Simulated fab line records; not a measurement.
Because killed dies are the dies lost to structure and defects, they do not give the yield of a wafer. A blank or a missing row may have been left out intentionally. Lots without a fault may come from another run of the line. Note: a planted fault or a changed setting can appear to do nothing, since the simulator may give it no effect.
2 desks looking at one fault || flow gf180mcu || numbers are kept per desk, each desk with only its own; the story behind them comes last

AT THE TOOL OWNER'S DESK: lpcvd-01
The tool's own readings at GF_POLY_GATE_CVD_00 (deposits poly-Si, target thk 200 nm, time 1200 s): means of the sampled wafers that have a number, for each lot that ran on this tool. Any lot whose mean is over 4 standard deviations away from the usual mean is out of limits and marked OUT; that distance is given in the brackets.
Columns: A = spike_tc_upper_C at GF_POLY_GATE_CVD_00, usual 619.3 C
{"lot": "L168", "first seen here": "day 8 20:41", "A": 620.6}
{"lot": "L169", "first seen here": "day 8 22:05", "A": 618.2}
{"lot": "L170", "first seen here": "day 9 03:31", "A": 619.6}
{"lot": "L171", "first seen here": "day 9 11:26", "A": 619.8}
{"lot": "L172", "first seen here": "day 9 14:56", "A": 620.4}
{"lot": "L174", "first seen here": "day 10 03:04", "A": 620.1}
{"lot": "L182", "first seen here": "day 12 14:28", "A": 620.1}
{"lot": "L183", "first seen here": "day 13 02:17", "A": 620.8}
{"lot": "L185", "first seen here": "day 13 13:19", "A": 619.2}
{"lot": "L188", "first seen here": "day 15 03:52", "A": 619.1}
{"lot": "L189", "first seen here": "day 15 07:24", "A": 620.0}
This desk's finding: nothing out of limits on any of the 11 lots.

FROM THE METROLOGY DESK
Means of the sampled wafers that have a number, per lot and without regard to the tool the lot ran on: this is what the gauges read. Any lot whose mean is over 4 standard deviations away from the usual mean is out of limits and marked OUT; that distance is given in the brackets.
Columns: A = POLY_GATE_CVD_00_THK at GF_POLY_GATE_THK_MEAS_01, usual 200.3 nm; B = V1_BOW at GF_V1_BOW_MEAS_05, usual 83 um
{"lot": "L167", "first seen here": "day 8 12:40", "A": 202.4, "B": 81}
{"lot": "L168", "first seen here": "day 8 22:02", "A": 202.3, "B": 79}
{"lot": "L169", "first seen here": "day 8 23:26", "A": 201.3, "B": 84}
{"lot": "L170", "first seen here": "day 9 04:52", "A": 199.8, "B": 86}
{"lot": "L171", "first seen here": "day 9 12:47", "A": 203.2, "B": 84}
{"lot": "L172", "first seen here": "day 9 16:16", "A": "216.9 (+8.7) OUT", "B": 83}
{"lot": "L174", "first seen here": "day 10 04:23", "A": "216.7 (+8.6) OUT", "B": 84}
{"lot": "L182", "first seen here": "day 12 16:29", "A": 197.0, "B": 83}
{"lot": "L183", "first seen here": "day 13 03:37", "A": 200.6, "B": 83}
{"lot": "L185", "first seen here": "day 13 14:39", "A": 199.1, "B": 88}
{"lot": "L187", "first seen here": "day 14 11:01", "A": 200.5, "B": 82}
{"lot": "L188", "first seen here": "day 15 05:13", "A": 199.2, "B": 75}
{"lot": "L189", "first seen here": "day 15 08:44", "A": 195.9, "B": 90}
{"lot": "L190", "first seen here": "day 15 18:10", "A": 199.7, "B": 75}
Finding of this desk: L172, L174 out of limits, first seen on L172 at day 9 16:16 (POLY_GATE_CVD_00_THK at GF_POLY_GATE_THK_MEAS_01). L167, L168, L169, L170, L171, L182, L183, L185, L187, L188, L189, L190 stayed within limits.

PUT TOGETHER
On L172, L174, the metrology desk was in a position to raise an alarm at day 9 16:16.
Nothing out of limits was seen by the tool owner's desk.
On record at the tool owner's desk: L172, L174, within its limits.
The lots listed all ran GF_POLY_GATE_CVD_00 on lpcvd-01.

WHAT THE SIMULATOR HAD INSERTED
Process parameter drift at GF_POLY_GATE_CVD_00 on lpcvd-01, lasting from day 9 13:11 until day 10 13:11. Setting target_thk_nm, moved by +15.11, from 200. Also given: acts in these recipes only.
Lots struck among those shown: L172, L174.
Delay in hours, fault start to first out-of-limits reading, per desk: metrology desk 3.
